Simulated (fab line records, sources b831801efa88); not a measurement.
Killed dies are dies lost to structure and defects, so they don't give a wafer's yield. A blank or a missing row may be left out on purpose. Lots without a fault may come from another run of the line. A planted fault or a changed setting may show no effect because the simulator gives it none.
A struck lot beside a sound one | flow sfq_line | 15 steps out of a route of 325
Sound: wafers L200.1, L200.4, L200.5. Struck: wafers L219.2, L219.5. (L219.6 of the same lot was not struck and is left out.) The cause comes at the end.
At each step with rows: each side's tool, then ch and its chambers, then its first start. Under that, the readings that differ: sound wafers | struck wafers | difference of the means | sigmas: that difference in standard deviations of wafers without a fault.
alike: readings whose means differ by less than 2 such deviations, and words and numbers that are the same on both sides. not compared: withheld readings, readings that some wafer has no value for, bounds like >300 that may hide the same value, and numbers for which the record gives no deviation and whose values overlap.
The two part at a step that has a row with sigmas, a row that says differs or no value, or rows on one side only. Numbers that don't overlap but have no deviation are shown without sigmas and don't part them. A reading that every wafer of one side lacks parts them only if that side has two wafers or more.

first, 1 step without rows for these wafers: SFQ_TRILAYER_M4_STRIP_SOLV_CLEAN_098 (cleans in NMP, time 600 s).
SFQ_TRILAYER_I4_DEP_PECVD_099: deposits SiO2 from SiH4/N2O, time 111.11 s, target thk 500 nm.
  sound on pecvd-04 ch 0,2, day 35 17:27; struck on pecvd-04 ch 0, day 42 14:31
  alike: heater_power_w, showerhead_vpp_V, throttle_valve_pct
-- the record jumps here: 2 days lie between the struck wafers' starts before and after --
SFQ_TRILAYER_I4_CMP_CMP_100: polishes SiO2.
  sound on cmp-01 ch 0,1,2, day 36 23:29; struck on cmp-01 ch 2,3, day 44 21:53
  alike: motor_current_A, time_to_endpoint_s
SFQ_I4_BOW_MEAS_927:
  sound on film_metro-01, day 37 01:29; struck on film_metro-01, day 44 23:54
  alike: I4_BOW
SFQ_TRILAYER_I4_METRO_MEASURE_101:
  sound on film_metro-01, day 37 01:37; struck on film_metro-01, day 45 00:12
  alike: thk_nm
then, 6 steps without rows for these wafers: SFQ_TRILAYER_I4_VIA_LITHO_COAT_108 (resist thk 62 nm); SFQ_TRILAYER_I4_VIA_LITHO_COAT_103 (resist thk 650 nm); SFQ_TRILAYER_I4_VIA_LITHO_SOFTBAKE_107; SFQ_TRILAYER_I4_VIA_LITHO_EXPOSE_104 (exposes mask I4, target cd 700 nm); SFQ_TRILAYER_I4_VIA_LITHO_PEB_106 (peb time 60 s); SFQ_TRILAYER_I4_VIA_LITHO_DEVELOP_105 (time 60 s).
-- the record jumps here: 3 days lie between the struck wafers' starts before and after --
SFQ_I4_OVL_MEAS_928:
  sound on overlay-02, day 40 11:19; struck on overlay-02, day 48 01:10
  alike: I4_OVL
SFQ_TRILAYER_I4_VIA_BARC_OPEN_VIA_ETCH_146: etches BARC in O2, target depth 125 nm, time 41.7 s.
  sound on rie_diel-01 ch 0,3, day 40 11:22; struck on rie_diel-01 ch 2,3, day 48 01:12
  reading                                                 | sound             | struck      | difference | sigmas
  model.KrF_of_TRILAYER_I4_VIA_LITHO_COAT_103.thk_nm (nm) | 571.2 572.1 569.1 | 591.7 592.5 | +21.3      |
  alike: bias_w, drypump_motor_current_A, oes_product_au
  not compared: rf_hours_counter_h
SFQ_TRILAYER_I4_VIA_ETCH_VIA_ETCH_106: etches SiO2 in CHF3, stops on Nb, target depth 260 nm.
  sound on rie_diel-01 ch 0,3, day 40 11:24; struck on rie_diel-01 ch 2,3, day 48 01:14
  reading                                                 | sound           | struck      | difference | sigmas
  model.KrF_of_TRILAYER_I4_VIA_LITHO_COAT_103.thk_nm (nm) | 526 527.2 523.4 | 546.2 546.9 | +21.0      |
  alike: bias_w, drypump_motor_current_A, oes_product_au
SFQ_TRILAYER_I4_VIA_STRIP_STRIP_107: strips in O2.
  sound on rie_metal-03 ch 0, day 40 11:31; struck on rie_metal-03 ch 0, day 48 01:21
  alike: drypump_motor_current_A, oes_product_au
  not compared: rf_hours_counter_h

WHERE THEY PART
Nowhere in this record.

WHY: what the simulator had put in
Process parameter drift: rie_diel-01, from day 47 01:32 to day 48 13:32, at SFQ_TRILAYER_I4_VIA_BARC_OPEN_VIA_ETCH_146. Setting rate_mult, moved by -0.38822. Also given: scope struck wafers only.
